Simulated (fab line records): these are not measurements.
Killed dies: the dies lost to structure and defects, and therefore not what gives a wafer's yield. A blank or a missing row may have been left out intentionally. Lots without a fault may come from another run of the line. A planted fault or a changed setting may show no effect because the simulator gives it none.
Shared-tool check	flow gf180mcu	Sampled: 12 lots, 36 wafers

== REASON IT WAS OPENED ==
Of 12 lots, 3 have the reading VT_IMPLANT_2_TW flagged at GF_VT_IMPLANT_TW_MEAS_21. No-fault wafers: 1219, standard deviation 13.
Rule: flag the lot when none of its wafers has a number, or when each of its wafers that has one lies beyond 4 standard deviations from that mean. All remaining lots are regarded as sound.

lot	measured	on	VT_IMPLANT_2_TW, wafer by wafer	flag
L237	day 6 11:35	film_metro-01	1234 1244 1232	
L238	day 6 17:36	film_metro-04	1209 1222 1226	
L240	day 7 08:14	film_metro-01	1239 1231 1241	
L243	day 8 07:07	film_metro-01	1237 1243 1238	
L248	day 9 09:22	film_metro-02	1209 1211 1203	
L253	day 10 16:34	film_metro-02	1213 1215 1205	
L254	day 10 22:56	film_metro-01	760 766 762	FLAGGED
L255	day 11 06:01	film_metro-01	770 767 768	FLAGGED
L256	day 11 11:32	film_metro-02	748 746 747	FLAGGED
L257	day 11 18:46	film_metro-04	1212 1206 1211	
L258	day 12 00:28	film_metro-01	1241 1244 1242	
L259	day 12 10:01	film_metro-02	1211 1213 1213	
The numbers of the flagged lots are 759 on average: -460 against the usual, or -35 standard deviations.

== WHICH TOOL RAN EACH LOT ==
The record holds 2 process steps before the reading, out of a route of 602 steps. Every cell lists first the tool, next ch and the chambers used by the sampled wafers, and last the start.
lot	flag	GF_STI_STRIP_15	GF_VT_IMPLANT_IMPLANT_19
L237		plasma_asher-03 ch 0,1, day 2 06:39	implanter-03 ch 0, day 6 11:20
L238		plasma_asher-03 ch 0,1, day 2 12:23	implanter-01 ch 0, day 6 17:19
L240		plasma_asher-02 ch 1, day 2 22:31	implanter-03 ch 0, day 7 07:59
L243		plasma_asher-02 ch 0,1, day 3 15:00	implanter-03 ch 0, day 8 06:52
L248		plasma_asher-04 ch 0,1, day 4 15:11	implanter-02 ch 0, day 9 09:08
L253		plasma_asher-02 ch 0,1, day 5 17:22	implanter-01 ch 0, day 10 16:19
L254	FLAGGED	plasma_asher-03 ch 0,1, day 5 21:49	implanter-03 ch 0, day 10 22:40
L255	FLAGGED	plasma_asher-02 ch 0, day 6 04:00	implanter-03 ch 0, day 11 05:47
L256	FLAGGED	plasma_asher-02 ch 0,1, day 6 08:39	implanter-03 ch 0, day 11 11:17
L257		plasma_asher-03 ch 0,1, day 6 14:24	implanter-01 ch 0, day 11 18:31
L258		plasma_asher-04 ch 0,1, day 6 18:42	implanter-01 ch 0, day 12 00:13
L259		plasma_asher-02 ch 0,1, day 7 02:28	implanter-01 ch 0, day 12 09:46
What these steps do:
- GF_STI_STRIP_15: strips in O2/N2.
- GF_VT_IMPLANT_IMPLANT_19
- GF_VT_IMPLANT_TW_MEAS_21

== FLAGGED OVER TOTAL, TOOL BY TOOL (the gauges that took the reading come last) ==
step	tool	lots run	flagged	share of the flagged lots	sound lots run after its first flagged lot
GF_STI_STRIP_15	plasma_asher-02	6	2	some	1 (L259)
GF_STI_STRIP_15	plasma_asher-03	4	1	some	1 (L257)
GF_STI_STRIP_15	plasma_asher-04	2	0	none	-
GF_VT_IMPLANT_IMPLANT_19	implanter-01	5	0	none	-
GF_VT_IMPLANT_IMPLANT_19	implanter-02	1	0	none	-
GF_VT_IMPLANT_IMPLANT_19	implanter-03	6	3	all	0
GF_VT_IMPLANT_TW_MEAS_21	film_metro-01	6	2	some	1 (L258)
GF_VT_IMPLANT_TW_MEAS_21	film_metro-02	4	1	some	1 (L259)
GF_VT_IMPLANT_TW_MEAS_21	film_metro-04	2	0	none	-

== WHAT THE TABLE ALLOWS ==
All flagged lots share 1 row of the table, namely implanter-03 at GF_VT_IMPLANT_IMPLANT_19.
- implanter-03 at GF_VT_IMPLANT_IMPLANT_19 ran 6 lots, 3 of them flagged. Last sound lot L243 at day 8 06:52, first flagged lot L254 at day 10 22:40; a fault beginning in between fits. Its own readings lie more than 4 standard deviations out on every wafer of the flagged lots: dose_ions_cm2, faraday_current_uA.
implanter-03 at GF_VT_IMPLANT_IMPLANT_19 is the single tool remaining.

== WHAT WAS PUT IN BY THE SIMULATOR ==
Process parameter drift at GF_VT_IMPLANT_IMPLANT_19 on implanter-03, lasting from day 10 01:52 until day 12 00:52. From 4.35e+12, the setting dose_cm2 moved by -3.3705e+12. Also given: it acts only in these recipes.
Lots struck among those shown: L254, L255, L256. The rule above found the same.
